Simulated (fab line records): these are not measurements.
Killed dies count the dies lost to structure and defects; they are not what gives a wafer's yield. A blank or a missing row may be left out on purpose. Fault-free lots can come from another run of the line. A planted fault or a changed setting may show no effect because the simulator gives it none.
Chamber matching ; flow sky130 ; SKY_POLY_GATE_ETCH_17 on rie-si-02 has 4 sister chambers
The step etches poly-Si in HBr/Cl2, stops on SiO2, target depth 180 nm, time 70.5 s. 8 wafers are shown with their chamber, then 9 later ones without.

## WAFERS, EACH WITH ITS CHAMBER
wafer;chamber;drypump-motor-current-A (A);oes-product-au (a.u.)
L575.1;2;6.2;0.988
L575.5;0;6.2;0.979
L576.1;0;6.2;0.974
L580.1;3;6.0;0.977
L580.4;1;5.7;0.986
L581.1;2;6.1;0.979
L581.4;3;6.0;0.991
L581.6;1;5.7;0.993

## WAFERS MISSING THEIR CHAMBER
wafer;drypump-motor-current-A (A);oes-product-au (a.u.)
L582.1;6.0;0.973
L582.2;6.1;0.974
L582.3;5.7;0.993
L584.1;5.8;0.985
L584.5;5.7;0.985
L584.6;6.1;0.986
L583.1;6.1;0.971
L583.5;6.1;0.988
L583.6;6.0;0.983

## CHAMBER TAKEN BY EACH
wafer;from the rows above;in truth
L582.1;3;3
L582.2;can't be placed: 2 or 0 or 3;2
L582.3;1;1
L584.1;1;1
L584.5;1;1
L584.6;can't be placed: 2 or 3 or 0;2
L583.1;can't be placed: 2 or 0 or 3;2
L583.5;can't be placed: 2 or 3 or 0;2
L583.6;3;3
Correct placement for 5 of the 9. From these rows, 4 cannot be placed; in 4 the true chamber is one of the candidates. Wrongly placed: 0.
How it was worked out, from the rows above alone: a wafer's distance from a chamber is the root of the sum, over the readings, of the square of ((its reading less the chamber's mean) divided by the reading's scatter). The wafer belongs to the nearest chamber; if the next one is less than 2 further off, it can't be placed. For every chamber, the mean is computed from those of its wafers that are shown. The scatter is the square root of a quotient: the sum, over the shown wafers, of each reading's squared deviation from its chamber's mean, divided by wafers minus chambers.
